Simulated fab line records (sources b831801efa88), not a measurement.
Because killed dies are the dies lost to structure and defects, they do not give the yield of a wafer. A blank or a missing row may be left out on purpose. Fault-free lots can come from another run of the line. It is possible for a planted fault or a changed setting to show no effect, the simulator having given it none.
Matching of chambers || flow gf180mcu || cmp-01 running GF_V1_CMP_26: 4 sister chambers
The step polishes, stops on SiO2, t overpolish 15 s, target thk 0 nm. 4 wafers are shown with their chamber, then 10 later ones without.

## EACH WAFER AND ITS CHAMBER
{"wafer": "L086.5", "chamber": 2, "motor-current-A (A)": 13.6}
{"wafer": "L088.6", "chamber": 0, "motor-current-A (A)": 9.0}
{"wafer": "L090.1", "chamber": 3, "motor-current-A (A)": 9.3}
{"wafer": "L090.4", "chamber": 1, "motor-current-A (A)": 11.3}

## WAFERS WHOSE CHAMBER IS MISSING
{"wafer": "L090.6", "motor-current-A (A)": 9.5}
{"wafer": "L091.1", "motor-current-A (A)": 13.6}
{"wafer": "L091.4", "motor-current-A (A)": 9.4}
{"wafer": "L091.5", "motor-current-A (A)": 10.0}
{"wafer": "L093.2", "motor-current-A (A)": 9.2}
{"wafer": "L093.4", "motor-current-A (A)": 10.2}
{"wafer": "L093.5", "motor-current-A (A)": 11.6}
{"wafer": "L095.2", "motor-current-A (A)": 9.5}
{"wafer": "L095.4", "motor-current-A (A)": 10.1}
{"wafer": "L095.6", "motor-current-A (A)": 9.5}

## CHAMBER TAKEN BY EACH
{"wafer": "L090.6", "from the rows above": "can't be placed: 3 or 0", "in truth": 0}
{"wafer": "L091.1", "from the rows above": 2, "in truth": 2}
{"wafer": "L091.4", "from the rows above": "can't be placed: 3 or 0", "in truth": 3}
{"wafer": "L091.5", "from the rows above": "can't be placed: 3 or 0 or 1", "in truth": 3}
{"wafer": "L093.2", "from the rows above": "can't be placed: 3 or 0", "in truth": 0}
{"wafer": "L093.4", "from the rows above": "can't be placed: 3 or 1 or 0", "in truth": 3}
{"wafer": "L093.5", "from the rows above": 1, "in truth": 1}
{"wafer": "L095.2", "from the rows above": "can't be placed: 3 or 0", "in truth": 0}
{"wafer": "L095.4", "from the rows above": "can't be placed: 3 or 0 or 1", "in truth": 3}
{"wafer": "L095.6", "from the rows above": "can't be placed: 3 or 0", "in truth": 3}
Correctly placed: 2 of 10. Not placeable from these rows: 8 (in 8, the candidates include the true chamber). 0 placed wrongly.
How it was worked out, from the rows above alone: a wafer's distance from a chamber is the root of the sum, over the readings, of the square of ((its reading less the chamber's mean) divided by the reading's scatter). If the next closest chamber is less than 2 further off than the closest, the wafer can't be placed; otherwise it belongs to the closest. For every chamber, the mean is computed from those of its wafers that are shown. The scatter: with one shown wafer a chamber, the root of the mean of the squares of how far each hidden wafer lies from its nearest shown one.
